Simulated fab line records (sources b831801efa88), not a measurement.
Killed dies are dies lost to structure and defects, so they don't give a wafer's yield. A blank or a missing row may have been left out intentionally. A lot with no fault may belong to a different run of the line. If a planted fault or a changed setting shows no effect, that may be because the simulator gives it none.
A struck lot beside a sound one + flow sky130 + 25 steps out of a route of 708
Sound: the wafers L855.1, L855.2, L855.4. The struck wafers were L864.1, L864.4, L864.5. At the end, the cause is stated.
Each step with rows lists, per side, the tool, then ch with its chambers, then its first start. Under that, the readings that differ: sound wafers + struck wafers + difference of the means + sigmas: that difference in standard deviations of wafers without a fault.
alike: readings with means less than 2 such deviations apart, plus words and numbers identical on both sides. not compared: withheld readings, readings lacking a value on some wafer, bounds such as >300 that could conceal the same value, and numbers that have no deviation in the record and whose values overlap.
The two part at a step that has a row with sigmas, a row that says differs or no value, or rows on one side only. Non-overlapping numbers with no deviation appear without sigmas and do not part them. A reading missing from all wafers of one side parts the sides only when that side holds two or more wafers.

first, 1 step without rows for these wafers: SKY_VIA2_SPUTTER_20 (material TiN, target thk 20 nm, time 80 s).
SKY_VIA2_CVD_21: deposits W, target thk 420 nm, time 126.4 s.
  sound on cvdW-02 ch 0,1, day 39 10:31; struck on cvdW-01 ch 0,1, day 42 13:24
| reading          | sound       | struck      | difference | sigmas |
|------------------|-------------|-------------|------------|--------|
| heaterPowerW (W) | 759 802 778 | 833 855 874 | +74        | +2     |
SKY_VIA2_RS_MEAS_22: measures by four-point-probe.
  sound on filmMetro-01, day 39 10:38; struck on filmMetro-02, day 42 13:32
  alike: VIA2_W_RS
SKY_VIA2_THK_MEAS_23: measures by xrf.
  sound on filmMetro-01, day 39 10:46; struck on filmMetro-02, day 42 13:39
  alike: VIA2_W_THK
then, 1 step without rows for these wafers: SKY_VIA2_CMP_24 (polishes, stops on SiO2, t overpolish 20 s, target thk 0 nm).
SKY_METAL3_SPUTTER_00: material Ti, target thk 15 nm, time 10 s.
  sound on pvdSputter-03, day 39 11:07; struck on pvdSputter-01, day 42 14:01
  alike: cathodeDcPowerW, chamberPressurePa, throttleValvePct
SKY_METAL3_SPUTTER_01: material TiN, target thk 20 nm, time 16.7 s.
  sound on pvdSputter-03, day 39 11:08; struck on pvdSputter-01, day 42 14:02
| reading                | sound                | struck               | difference | sigmas |
|------------------------|----------------------|----------------------|------------|--------|
| chamberPressurePa (Pa) | 0.3994 0.3997 0.3989 | 0.4009 0.4010 0.4009 | +0.0016    | +2     |
  alike: cathodeDcPowerW, throttleValvePct
SKY_METAL3_SPUTTER_02: material AlCu, target thk 735 nm, time 39.1 s.
  sound on pvdSputter-03, day 39 11:10; struck on pvdSputter-01, day 42 14:03
  alike: cathodeDcPowerW, chamberPressurePa, throttleValvePct
then, 1 step without rows for these wafers: SKY_METAL3_SPUTTER_03 (material Ti, target thk 5 nm, time 3.3 s).
SKY_METAL3_SPUTTER_04: material TiN, target thk 70 nm, time 58.3 s.
  sound on pvdSputter-03, day 39 11:14; struck on pvdSputter-01, day 42 14:07
  alike: cathodeDcPowerW, chamberPressurePa, throttleValvePct
then, 1 step without rows for these wafers: SKY_CAPM_CVD_00 (deposits SiO2, target thk 15.5 nm).
SKY_CAPM_THK_MEAS_01:
  sound on filmMetro-04, day 39 11:18; struck on filmMetro-03, day 42 14:11
  alike: CAPM_CVD_00_THK
SKY_CAPM_SPUTTER_02: material TiN, target thk 200 nm, time 166.7 s.
  sound on pvdSputter-04, day 39 11:22; struck on pvdSputter-04, day 42 14:14
  no value came back on the struck wafers for cathodeDcPowerW (W), chamberPressurePa (Pa), throttleValvePct (%); on the sound wafers cathodeDcPowerW (W) reads 6499.1 6499.1 6500.8
SKY_CAPM_RS_MEAS_03: measures by four-point-probe.
  sound on filmMetro-04, day 39 11:28; struck on filmMetro-01, day 42 14:21
| reading              | sound          | struck | difference                    | sigmas |
|----------------------|----------------|--------|-------------------------------|--------|
| CAPM_TIN_RS (ohm/sq) | 6.86 6.95 6.90 | - - -  | no value on the struck wafers |        |
SKY_CAPM_THK_MEAS_04: measures by xrf.
  sound on filmMetro-04, day 39 11:35; struck on filmMetro-01, day 42 14:28
| reading           | sound             | struck         | difference | sigmas |
|-------------------|-------------------|----------------|------------|--------|
| CAPM_TIN_THK (nm) | 204.2 200.7 201.9 | <0.0 <0.0 <0.0 | differs    |        |
then, 7 steps without rows for these wafers: SKY_CAPM_DEHYDRATE_05 (time 60 s); SKY_CAPM_HMDS_06 (prime time 60 s); SKY_CAPM_COAT_07 (resist thk 1140 nm); SKY_CAPM_SOFTBAKE_08 (time 60 s); SKY_CAPM_EXPOSE_09 (exposes mask CAPM, target cd 1000 nm); SKY_CAPM_PEB_10; SKY_CAPM_DEVELOP_11 (develop time 60 s).
SKY_CAPM_OVL_MEAS_12:
  sound on overlay-02, day 40 12:49; struck on overlay-02, day 43 13:54
  alike: CAPM_OVL
SKY_CAPM_METAL_ETCH_13: etches TiN in Cl2/BCl3, stops on SiO2, target depth 220 nm, time 62.9 s.
  sound on rieMetal-01 ch 0,1, day 40 12:51; struck on rieMetal-04 ch 0,1, day 43 13:56
| reading                  | sound                | struck               | difference | sigmas |
|--------------------------|----------------------|----------------------|------------|--------|
| drypumpMotorCurrentA (A) | 5.4 5.9 5.3          | 6.8 6.8 6.2          | +1.1       | +2     |
| oesProductAu (a.u.)      | 0.945 0.939 0.945    | 0.379 0.369 0.375    | -0.569     | -77    |
| throttleValvePct (%)     | 21.900 21.912 21.909 | 22.267 22.279 22.276 | +0.367     | +37    |
  alike: mfcCl2Sccm
  not compared: rfHoursCounterH
then, 1 step without rows for these wafers: SKY_CAPM_STRIP_14 (strips in O2/N2).

## WHERE THEY PART
Earliest at SKY_VIA2_CVD_21; latest, in this record, at SKY_CAPM_METAL_ETCH_13.

WHY: the cause the simulator had injected
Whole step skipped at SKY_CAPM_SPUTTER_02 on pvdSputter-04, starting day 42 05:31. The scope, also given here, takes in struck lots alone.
